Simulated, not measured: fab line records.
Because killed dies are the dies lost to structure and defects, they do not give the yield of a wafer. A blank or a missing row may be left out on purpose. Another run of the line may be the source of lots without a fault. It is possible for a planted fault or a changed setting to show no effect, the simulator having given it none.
Matching of chambers + flow gf180mcu + cmp-02 running GF_V4_CMP_26: 4 sister chambers
The step polishes, stops on SiO2, t overpolish 15 s, target thk 0 nm. 27 wafers are shown with their chamber, then 12 later ones without.

WAFERS, EACH WITH ITS CHAMBER
| wafer  | chamber | motor current A (A) | overpolish run s (s) | time to endpoint s (s) |
|--------|---------|---------------------|----------------------|------------------------|
| L075.1 | 2       | 10.9                | 15.002               | 86                     |
| L075.3 | 3       | 10.1                | 14.998               | 87                     |
| L075.6 | 3       | 10.2                | 15.004               | 88                     |
| L076.2 | 3       | 10.2                | 15.012               | 80                     |
| L076.3 | 0       | 10.6                | 15.011               | 87                     |
| L076.4 | 2       | 11.4                | 15.014               | 79                     |
| L077.2 | 3       | 10.1                | 14.999               | 77                     |
| L077.3 | 1       | 12.4                | 15.003               | 82                     |
| L077.5 | 2       | 11.3                | 15.008               | 79                     |
| L078.1 | 3       | 10.1                | 14.991               | 88                     |
| L078.2 | 0       | 11.5                | 14.997               | 82                     |
| L078.6 | 3       | 10.0                | 15.007               | 84                     |
| L080.3 | 2       | 10.8                | 15.013               | 83                     |
| L080.4 | 0       | 10.9                | 15.005               | 85                     |
| L080.5 | 3       | 10.1                | 15.000               | 80                     |
| L083.1 | 3       | 10.4                | 15.000               | 88                     |
| L083.5 | 0       | 10.9                | 15.003               | 89                     |
| L083.6 | 1       | 12.4                | 15.006               | 87                     |
| L086.3 | 3       | 10.2                | 15.007               | 85                     |
| L086.4 | 0       | 10.8                | 14.997               | 86                     |
| L086.6 | 1       | 12.0                | 15.006               | 87                     |
| L087.2 | 0       | 10.3                | 14.997               | 85                     |
| L087.3 | 1       | 12.7                | 14.992               | 86                     |
| L087.5 | 3       | 9.6                 | 15.007               | 88                     |
| L088.1 | 1       | 12.4                | 14.979               | 89                     |
| L088.3 | 2       | 11.1                | 15.005               | 84                     |
| L088.6 | 0       | 10.2                | 14.998               | 87                     |

SIGNATURES (means of the wafers above)
| reading            | chamber 0 | chamber 1 | chamber 2 | chamber 3 | scatter within a chamber |
|--------------------|-----------|-----------|-----------|-----------|--------------------------|
| motor current A    | 10.743    | 12.380    | 11.100    | 10.100    | 0.297                    |
| overpolish run s   | 15.00114  | 14.99720  | 15.00840  | 15.00250  | 0.0071                   |
| time to endpoint s | 85.86     | 86.20     | 82.20     | 84.50     | 3.28                     |
Rule: for each reading, subtract the chamber's mean from the wafer's reading, divide by that reading's scatter and square the result; add these up over the readings and take the root, which gives the wafer's distance from the chamber. If the next closest chamber is less than 2 further off than the closest, the wafer can't be placed; otherwise it belongs to the closest. The scatter: take each reading less its chamber's mean, square it, sum over the shown wafers, divide by the number of wafers less the number of chambers, and take the root.

WAFERS WHOSE CHAMBER IS MISSING
| wafer  | motor current A (A) | overpolish run s (s) | time to endpoint s (s) |
|--------|---------------------|----------------------|------------------------|
| L090.1 | 10.3                | 14.988               | 85                     |
| L090.2 | 10.6                | 15.007               | 88                     |
| L090.3 | 11.9                | 15.004               | 83                     |
| L091.1 | 12.8                | 15.021               | 81                     |
| L091.3 | 11.3                | 14.995               | 79                     |
| L091.6 | 11.3                | 15.008               | 79                     |
| L094.2 | 10.3                | 15.010               | 84                     |
| L094.5 | 11.5                | 15.005               | 81                     |
| L094.6 | 10.1                | 14.991               | 82                     |
| L097.3 | 13.1                | 15.003               | 86                     |
| L097.4 | 11.3                | 15.001               | 85                     |
| L097.5 | 12.5                | 14.986               | 87                     |

THE CHAMBER EACH PASSED THROUGH
| wafer  | from the rows above          | in truth |
|--------|------------------------------|----------|
| L090.1 | can't be placed: 3 or 0 or 2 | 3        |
| L090.2 | can't be placed: 0 or 3 or 2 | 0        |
| L090.3 | can't be placed: 1 or 2 or 0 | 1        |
| L091.1 | 1                            | 1        |
| L091.3 | can't be placed: 2 or 0      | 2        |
| L091.6 | can't be placed: 2 or 0      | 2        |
| L094.2 | can't be placed: 3 or 0 or 2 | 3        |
| L094.5 | can't be placed: 2 or 0      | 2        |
| L094.6 | can't be placed: 3 or 0      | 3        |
| L097.3 | 1                            | 1        |
| L097.4 | can't be placed: 2 or 0      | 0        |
| L097.5 | 1                            | 1        |
Correct placement for 3 of the 12. These rows do not allow placing 9 (true chamber among the candidates in 9). 0 placed wrongly.
